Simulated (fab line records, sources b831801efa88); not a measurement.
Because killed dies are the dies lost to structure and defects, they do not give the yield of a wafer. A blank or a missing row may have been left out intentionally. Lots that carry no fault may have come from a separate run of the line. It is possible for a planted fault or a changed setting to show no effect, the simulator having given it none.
Which tool is to blame? || flow gf180mcu || Sampling: 6 lots, 17 wafers, 3 of 602 route steps

## WHAT EACH GAUGE READ, for each wafer
GF_VT_IMPLANT_TW_MEAS_10.
{"lot": "L798", "measured": "day 6 08:28", "on": "filmMetro-01", "VT_IMPLANT_TW": "566 571 566"}
{"lot": "L801", "measured": "day 6 22:33", "on": "filmMetro-02", "VT_IMPLANT_TW": "567 568 567"}
{"lot": "L803", "measured": "day 7 12:23", "on": "filmMetro-01", "VT_IMPLANT_TW": "569 569 570"}
{"lot": "L809", "measured": "day 9 00:32", "on": "filmMetro-01", "VT_IMPLANT_TW": "711 712"}
{"lot": "L814", "measured": "day 10 06:00", "on": "filmMetro-01", "VT_IMPLANT_TW": "571 571 570"}
{"lot": "L817", "measured": "day 10 22:19", "on": "filmMetro-01", "VT_IMPLANT_TW": "577 575 573"}

## TOOL THAT RAN EACH LOT (tool first, then ch and the chambers of the sampled wafers, then the start)
{"lot": "L798", "GF_MVPSD_COAT_02": "lithoTrack-03 ch 0, day 5 10:52", "GF_MVPSD_STRIP_10": "plasmaAsher-02 ch 0,1, day 5 18:16"}
{"lot": "L801", "GF_MVPSD_COAT_02": "lithoTrack-04 ch 0, day 5 23:32", "GF_MVPSD_STRIP_10": "plasmaAsher-02 ch 0,1, day 6 07:29"}
{"lot": "L803", "GF_MVPSD_COAT_02": "lithoTrack-02 ch 0, day 6 12:34", "GF_MVPSD_STRIP_10": "plasmaAsher-01 ch 0,1, day 6 20:58"}
{"lot": "L809", "GF_MVPSD_COAT_02": "lithoTrack-04 ch 0, day 7 22:45", "GF_MVPSD_STRIP_10": "plasmaAsher-04 ch 0,1, day 8 07:33"}
{"lot": "L814", "GF_MVPSD_COAT_02": "lithoTrack-03 ch 0, day 9 04:08", "GF_MVPSD_STRIP_10": "plasmaAsher-04 ch 0,1, day 9 12:55"}
{"lot": "L817", "GF_MVPSD_COAT_02": "lithoTrack-03 ch 0, day 9 19:14", "GF_MVPSD_STRIP_10": "plasmaAsher-04 ch 0,1, day 10 04:14"}
- GF_MVPSD_COAT_02: resist thk 3000 nm.
- GF_MVPSD_STRIP_10: strips in O2/N2.

## THE ANSWER, worked out from the rows above alone
Rule: what is usual is taken from the lots themselves. Put in order of their means at a reading, lots are off if they are a third of the lots or fewer, leave a main group of 4 or more, and stand apart from it by a gap of 3 or more times the standard deviation of the main group's means; of several such gaps the widest counts. A main group is skipped when, at the precision printed for the reading in the tables above, its means are all equal. Also off: a lot with no number at a reading for which 4 or more lots have one. Where the step has rows for the other lots, those lots are counted as sound.
Off: L809, seen at GF_VT_IMPLANT_TW_MEAS_10 (VT_IMPLANT_TW). For the main group the mean is 570 and the standard deviation 2.8.
If a tool, at a process step before that reading, ran all the lots that are off and no sound lot after the first of them, it fits. Gauges at GF_VT_IMPLANT_TW_MEAS_10: tried the same way as those tools. One candidate fits, namely lithoTrack-04 at GF_MVPSD_COAT_02. A fault onset in the window from L801 (day 5 23:32, its last sound lot) to L809 (day 7 22:45, its first lot off) fits.

## WHAT THE SIMULATOR HAD PUT IN
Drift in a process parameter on lithoTrack-04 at GF_MVPSD_COAT_02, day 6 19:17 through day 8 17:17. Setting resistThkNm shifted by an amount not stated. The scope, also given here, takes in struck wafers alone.
Lots struck among those shown: L809. The rule above found the same.
